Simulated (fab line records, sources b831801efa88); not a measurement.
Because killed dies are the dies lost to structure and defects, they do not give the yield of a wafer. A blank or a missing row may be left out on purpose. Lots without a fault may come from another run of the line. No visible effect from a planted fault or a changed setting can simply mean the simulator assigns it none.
Which tool did it? + flow sky130 + 12 lots (36 wafers sampled), 1 step of a 708-step route

WHAT THE GAUGES READ, wafer by wafer
SKY_FIELD_ISO_THK_MEAS_04.
| lot  | measured    | on            | FIELD_ISO_CVD_03_THK (nm) |
|------|-------------|---------------|---------------------------|
| L075 | day 1 20:25 | film_metro-01 | 164.5 163.8 164.5         |
| L077 | day 2 07:25 | film_metro-03 | 163.7 162.6 163.6         |
| L079 | day 2 14:35 | film_metro-03 | 163.8 165.7 165.8         |
| L081 | day 3 01:30 | film_metro-02 | 165.5 164.9 165.5         |
| L083 | day 3 12:18 | film_metro-01 | 163.2 163.5 163.6         |
| L085 | day 3 22:03 | film_metro-01 | 164.9 166.1 165.1         |
| L087 | day 4 07:35 | film_metro-02 | 165.8 164.7 164.3         |
| L089 | day 4 18:11 | film_metro-02 | 166.6 165.6 166.3         |
| L091 | day 5 03:50 | film_metro-03 | 164.0 162.3 164.6         |
| L093 | day 5 14:45 | film_metro-02 | 166.0 166.1 164.7         |
| L095 | day 6 00:11 | film_metro-02 | 162.3 163.8 162.3         |
| L097 | day 6 10:52 | film_metro-01 | 164.2 162.2 163.2         |

EACH LOT AND THE TOOL THAT RAN IT (in order: tool; ch and the chambers of the sampled wafers; start)
The record shows no process step preceding these readings.

THE ANSWER, worked out from the rows above alone
Rule: the lots themselves supply what counts as usual. The widest of any qualifying gaps counts: lots, ordered by their means at a reading, are off when they make up no more than a third of the lots, leave a main group of 4 or more, and stand apart from it by 3 or more times the standard deviation of that group's means. If all means in a main group match to the digits the tables above print for the reading, that group is not used. Also off: a lot with no number at a reading for which 4 or more lots have one. The other lots that the step has rows for count as sound.
Nothing can be told from this: no lot is off at any reading shown.

WHAT THE SIMULATOR HAD INSERTED
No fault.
